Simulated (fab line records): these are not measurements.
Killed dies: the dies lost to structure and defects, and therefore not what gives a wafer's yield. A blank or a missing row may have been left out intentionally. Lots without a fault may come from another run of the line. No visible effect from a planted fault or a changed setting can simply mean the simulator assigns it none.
Which tool was responsible? || flow sky130 || 42 wafers from 14 lots sampled at 2 of the route's 708 steps

## WHAT EACH GAUGE READ, for each wafer
SKY_LDD_HVN_TW_MEAS_10.
{"lot": "L706", "measured": "day 20 12:01", "on": "film-metro-01", "LDD_HVN_TW": "1443 1438 1442"}
{"lot": "L707", "measured": "day 20 21:47", "on": "film-metro-01", "LDD_HVN_TW": "1442 1448 1443"}
{"lot": "L709", "measured": "day 21 15:23", "on": "film-metro-02", "LDD_HVN_TW": "1438 1440 1449"}
{"lot": "L710", "measured": "day 21 18:35", "on": "film-metro-01", "LDD_HVN_TW": "1446 1448 1444"}
{"lot": "L713", "measured": "day 23 19:11", "on": "film-metro-01", "LDD_HVN_TW": "1445 1452 1455"}
{"lot": "L715", "measured": "day 23 22:26", "on": "film-metro-02", "LDD_HVN_TW": "1429 1421 1412"}
{"lot": "L717", "measured": "day 24 07:14", "on": "film-metro-02", "LDD_HVN_TW": "1421 1420 1421"}
{"lot": "L719", "measured": "day 25 00:20", "on": "film-metro-01", "LDD_HVN_TW": "1404 1406 1399 1403 1394 1407"}
{"lot": "L720", "measured": "day 25 16:04", "on": "film-metro-03", "LDD_HVN_TW": "1400 1403 1398 1399 1396 1393"}
{"lot": "L722", "measured": "day 26 09:22", "on": "film-metro-01", "LDD_HVN_TW": "1444 1431 1446"}
{"lot": "L723", "measured": "day 26 11:07", "on": "film-metro-01", "LDD_HVN_TW": "1446 1436 1442"}
{"lot": "L726", "measured": "day 27 09:25", "on": "film-metro-03", "LDD_HVN_TW": "1429 1433 1435"}
{"lot": "L728", "measured": "day 28 09:34", "on": "film-metro-02", "LDD_HVN_TW": "1425 1426 1425"}
{"lot": "L729", "measured": "day 28 13:22", "on": "film-metro-01", "LDD_HVN_TW": "1436 1434 1439"}

## WHAT TOOL EACH LOT RAN ON (gives the tool, then ch and the chambers of the sampled wafers, and finally the start)
{"lot": "L706", "SKY_LDD_HVN_IMPLANT_08": "implanter-02 ch 0, day 20 11:46"}
{"lot": "L707", "SKY_LDD_HVN_IMPLANT_08": "implanter-03 ch 0, day 20 21:33"}
{"lot": "L709", "SKY_LDD_HVN_IMPLANT_08": "implanter-01 ch 0, day 21 15:09"}
{"lot": "L710", "SKY_LDD_HVN_IMPLANT_08": "implanter-01 ch 0, day 21 18:22"}
{"lot": "L713", "SKY_LDD_HVN_IMPLANT_08": "implanter-03 ch 0, day 23 18:58"}
{"lot": "L715", "SKY_LDD_HVN_IMPLANT_08": "implanter-02 ch 0, day 23 22:13"}
{"lot": "L717", "SKY_LDD_HVN_IMPLANT_08": "implanter-02 ch 0, day 24 07:01"}
{"lot": "L719", "SKY_LDD_HVN_IMPLANT_08": "implanter-03 ch 0, day 25 00:07"}
{"lot": "L720", "SKY_LDD_HVN_IMPLANT_08": "implanter-03 ch 0, day 25 15:49"}
{"lot": "L722", "SKY_LDD_HVN_IMPLANT_08": "implanter-02 ch 0, day 26 09:07"}
{"lot": "L723", "SKY_LDD_HVN_IMPLANT_08": "implanter-02 ch 0, day 26 10:52"}
{"lot": "L726", "SKY_LDD_HVN_IMPLANT_08": "implanter-02 ch 0, day 27 09:10"}
{"lot": "L728", "SKY_LDD_HVN_IMPLANT_08": "implanter-02 ch 0, day 28 09:20"}
{"lot": "L729", "SKY_LDD_HVN_IMPLANT_08": "implanter-03 ch 0, day 28 13:07"}
- SKY_LDD_HVN_IMPLANT_08

## WHAT THE TOOLS THEMSELVES READ (means of the sampled wafers that have a number; where no wafer has one, the mark that the record gives instead)
SKY_LDD_HVN_IMPLANT_08.
{"lot": "L706", "tool": "implanter-02", "dose-ions-cm2": 3.001e+13, "faraday-current-uA": 171}
{"lot": "L707", "tool": "implanter-03", "dose-ions-cm2": 2.999e+13, "faraday-current-uA": 168}
{"lot": "L709", "tool": "implanter-01", "dose-ions-cm2": 3.003e+13, "faraday-current-uA": 171}
{"lot": "L710", "tool": "implanter-01", "dose-ions-cm2": 3.003e+13, "faraday-current-uA": 169}
{"lot": "L713", "tool": "implanter-03", "dose-ions-cm2": 3.003e+13, "faraday-current-uA": 167}
{"lot": "L715", "tool": "implanter-02", "dose-ions-cm2": 2.997e+13, "faraday-current-uA": 172}
{"lot": "L717", "tool": "implanter-02", "dose-ions-cm2": 3.001e+13, "faraday-current-uA": 167}
{"lot": "L719", "tool": "implanter-03", "dose-ions-cm2": 2.752e+13, "faraday-current-uA": 152}
{"lot": "L720", "tool": "implanter-03", "dose-ions-cm2": 2.752e+13, "faraday-current-uA": 155}
{"lot": "L722", "tool": "implanter-02", "dose-ions-cm2": 2.999e+13, "faraday-current-uA": 168}
{"lot": "L723", "tool": "implanter-02", "dose-ions-cm2": 2.998e+13, "faraday-current-uA": 166}
{"lot": "L726", "tool": "implanter-02", "dose-ions-cm2": 3.002e+13, "faraday-current-uA": 168}
{"lot": "L728", "tool": "implanter-02", "dose-ions-cm2": 2.999e+13, "faraday-current-uA": 168}
{"lot": "L729", "tool": "implanter-03", "dose-ions-cm2": 2.996e+13, "faraday-current-uA": 168}

## THE ANSWER, worked out from the rows above alone
Rule: what is usual is taken from the lots themselves. Put in order of their means at a reading, lots are off if they are a third of the lots or fewer, leave a main group of 4 or more, and stand apart from it by a gap of 3 or more times the standard deviation of the main group's means; of several such gaps the widest counts. A main group whose means are all the same, to the digits that the tables above print for the reading, isn't used. A lot without any number at a reading at which 4 lots or more have one is off too. Where the step has rows for the other lots, those lots are counted as sound. First the gauges in route order, then the tools' own readings, where a lot's mean is used as printed above. The first step at which some lot is off is used, and at that step the reading that is off furthest; a lot without a number counts as furthest.
Off, at SKY_LDD_HVN_IMPLANT_08 on dose-ions-cm2: L719, L720. Mean 3.000e+13 and standard deviation 2.3e+10 in the main group.
If a tool, at that step or one of the process steps before it, ran each lot that is off and ran no sound lot following the first of them, it fits. No candidate that was tried fits.

## WHAT THE SIMULATOR HAD PUT IN
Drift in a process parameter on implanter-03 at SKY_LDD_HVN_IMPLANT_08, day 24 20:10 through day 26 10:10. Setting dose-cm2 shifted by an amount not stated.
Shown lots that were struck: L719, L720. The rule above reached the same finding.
